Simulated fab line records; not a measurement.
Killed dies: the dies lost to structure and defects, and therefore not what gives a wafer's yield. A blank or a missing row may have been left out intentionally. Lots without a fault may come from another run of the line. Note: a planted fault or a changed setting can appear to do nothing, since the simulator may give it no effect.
The tool behind it: which one? -- flow gf180mcu -- 12 lots with 36 wafers sampled at 5 steps, on a route of 602 steps

WHAT THE GAUGES SHOWED, per wafer
GF_V4_BOW_MEAS_05.
lot,measured,on,V4_BOW (um)
L774,day 23 07:52,film-metro-02,137 135 140
L775,day 24 01:55,film-metro-02,150 140 133
L776,day 24 05:41,film-metro-04,145 133 147
L779,day 25 09:31,film-metro-02,128 115 116
L780,day 25 14:37,film-metro-01,134 140 130
L781,day 26 05:32,film-metro-02,148 148 140
L782,day 26 06:50,film-metro-02,117 137 125
L783,day 26 16:11,film-metro-01,127 150 128
L789,day 28 09:28,film-metro-04,139 149 147
L792,day 29 10:01,film-metro-04,120 147 143
L796,day 30 12:49,film-metro-02,147 134 136
L797,day 30 21:01,film-metro-02,138 139 139

GF_V5_THK_MEAS_03.
lot,measured,on,V5_CVD_02_THK (nm)
L774,day 26 04:50,film-metro-02,1422 1465 1442
L775,day 26 20:30,film-metro-03,1467 1464 1474
L776,day 27 01:26,film-metro-01,1430 1440 1460
L779,day 28 01:30,film-metro-01,1440 1437 1427
L780,day 28 06:25,film-metro-03,1429 1453 1464
L781,day 28 20:25,film-metro-02,1430 1465 1453
L782,day 28 23:17,film-metro-03,1423 1421 1437
L783,day 29 07:42,film-metro-02,1455 1465 1470
L789,day 30 20:48,film-metro-01,1414 1406 1435
L792,day 31 19:27,film-metro-01,1432 1462 1452
L796,day 32 20:27,film-metro-01,1439 1437 1454
L797,day 33 03:32,film-metro-02,1420 1457 1455

GF_V5_CD_MEAS_14 targets a cd of 260 nm.
lot,measured,on,cd-nm (nm)
L774,day 27 01:33,cd-sem-01,261.7 260.6 260.1
L775,day 27 16:44,cd-sem-01,260.7 259.3 259.0
L776,day 27 21:46,cd-sem-01,259.1 258.6 257.3
L779,day 28 21:59,cd-sem-01,261.7 261.1 261.4
L780,day 29 02:29,cd-sem-02,261.4 262.7 261.5
L781,day 29 15:59,cd-sem-02,260.8 259.2 259.8
L782,day 29 18:25,cd-sem-01,260.9 259.9 259.6
L783,day 30 03:35,cd-sem-02,258.7 261.2 259.8
L789,day 31 14:35,cd-sem-01,254.4 254.7 255.2 254.2 254.6 255.1
L792,day 32 12:37,cd-sem-02,254.9 254.9 254.6 254.9 255.1 254.4
L796,day 33 12:58,cd-sem-01,259.1 258.5 259.3
L797,day 33 19:28,cd-sem-02,262.4 260.8 263.0

EACH LOT AND THE TOOL THAT RAN IT (in order: tool; ch and the chambers of the sampled wafers; start)
lot,GF_V4_CVD_02,GF_V5_COAT_09
L774,"pecvd-04 ch 0,2, day 23 07:23","litho-track-03 ch 0, day 26 15:00"
L775,"pecvd-04 ch 0,1,2, day 24 01:27","litho-track-01 ch 0, day 27 06:00"
L776,"pecvd-01 ch 0,1,2, day 24 05:16","litho-track-03 ch 0, day 27 11:00"
L779,"pecvd-01 ch 0,1,2, day 25 09:05","litho-track-03 ch 0, day 28 11:00"
L780,"pecvd-03 ch 1,2, day 25 14:10","litho-track-04 ch 0, day 28 17:00"
L781,"pecvd-03 ch 1,2, day 26 05:06","litho-track-04 ch 0, day 29 05:00"
L782,"pecvd-03 ch 0,1, day 26 06:23","litho-track-04 ch 0, day 29 08:00"
L783,"pecvd-03 ch 0,1, day 26 15:46","litho-track-03 ch 0, day 29 18:00"
L789,"pecvd-03 ch 0,1,2, day 28 09:01","litho-track-03 ch 0, day 31 05:00"
L792,"pecvd-04 ch 0,1,2, day 29 09:34","litho-track-03 ch 0, day 32 04:00"
L796,"pecvd-01 ch 1,2, day 30 12:22","litho-track-04 ch 0, day 33 04:00"
L797,"pecvd-01 ch 0,1, day 30 20:34","litho-track-01 ch 0, day 33 11:00"
- GF_V4_CVD_02: deposits SiO2 from TEOS, target thk 850 nm, time 94.851 s.
- GF_V5_COAT_09: resist thk 1000 nm.

AS READ BY THE TOOLS THEMSELVES (means over the sampled wafers that have a number; for cases with no such wafer, the mark the record gives instead)
GF_V4_CVD_02.
lot,tool,heater-power-w (W)
L774,pecvd-04,690
L775,pecvd-04,655
L776,pecvd-01,549
L779,pecvd-01,563
L780,pecvd-03,724
L781,pecvd-03,665
L782,pecvd-03,642
L783,pecvd-03,604
L789,pecvd-03,667
L792,pecvd-04,714
L796,pecvd-01,579
L797,pecvd-01,610

GF_V5_COAT_09.
lot,tool,exhaust-pa (Pa)
L774,litho-track-03,44.2
L775,litho-track-01,44.8
L776,litho-track-03,45.2
L779,litho-track-03,45.7
L780,litho-track-04,44.6
L781,litho-track-04,45.1
L782,litho-track-04,45.1
L783,litho-track-03,45.4
L789,litho-track-03,46.0
L792,litho-track-03,46.0
L796,litho-track-04,45.1
L797,litho-track-01,44.8

THE ANSWER, worked out from the rows above alone
Rule: usual is defined by the lots themselves. The widest of any qualifying gaps counts: lots, ordered by their means at a reading, are off when they make up no more than a third of the lots, leave a main group of 4 or more, and stand apart from it by 3 or more times the standard deviation of that group's means. Not used: any main group whose means are identical at the precision the tables above print for the reading. Also off: a lot with no number at a reading for which 4 or more lots have one. The other lots that the step has rows for count as sound. After the gauges, taken in route order, come the tools' own readings; for these a lot's mean is taken, as printed above. The first step at which some lot is off is used, and at that step the reading that is off furthest; a lot without a number counts as furthest.
Off: L789, L792 (GF_V5_CD_MEAS_14, cd-nm). The main group: mean 260.3 nm, standard deviation 1.2.
A tool fits if, at a process step before that reading, it ran every lot that is off, and no sound lot after the first of them. Those tools and the gauges at GF_V5_CD_MEAS_14 are tried in the same way. One candidate fits, namely litho-track-03 at GF_V5_COAT_09. Its last sound lot is L783 (day 29 18:00), its first lot that is off L789 (day 31 05:00): a fault that began between those two fits.

WHAT THE SIMULATOR HAD PUT IN
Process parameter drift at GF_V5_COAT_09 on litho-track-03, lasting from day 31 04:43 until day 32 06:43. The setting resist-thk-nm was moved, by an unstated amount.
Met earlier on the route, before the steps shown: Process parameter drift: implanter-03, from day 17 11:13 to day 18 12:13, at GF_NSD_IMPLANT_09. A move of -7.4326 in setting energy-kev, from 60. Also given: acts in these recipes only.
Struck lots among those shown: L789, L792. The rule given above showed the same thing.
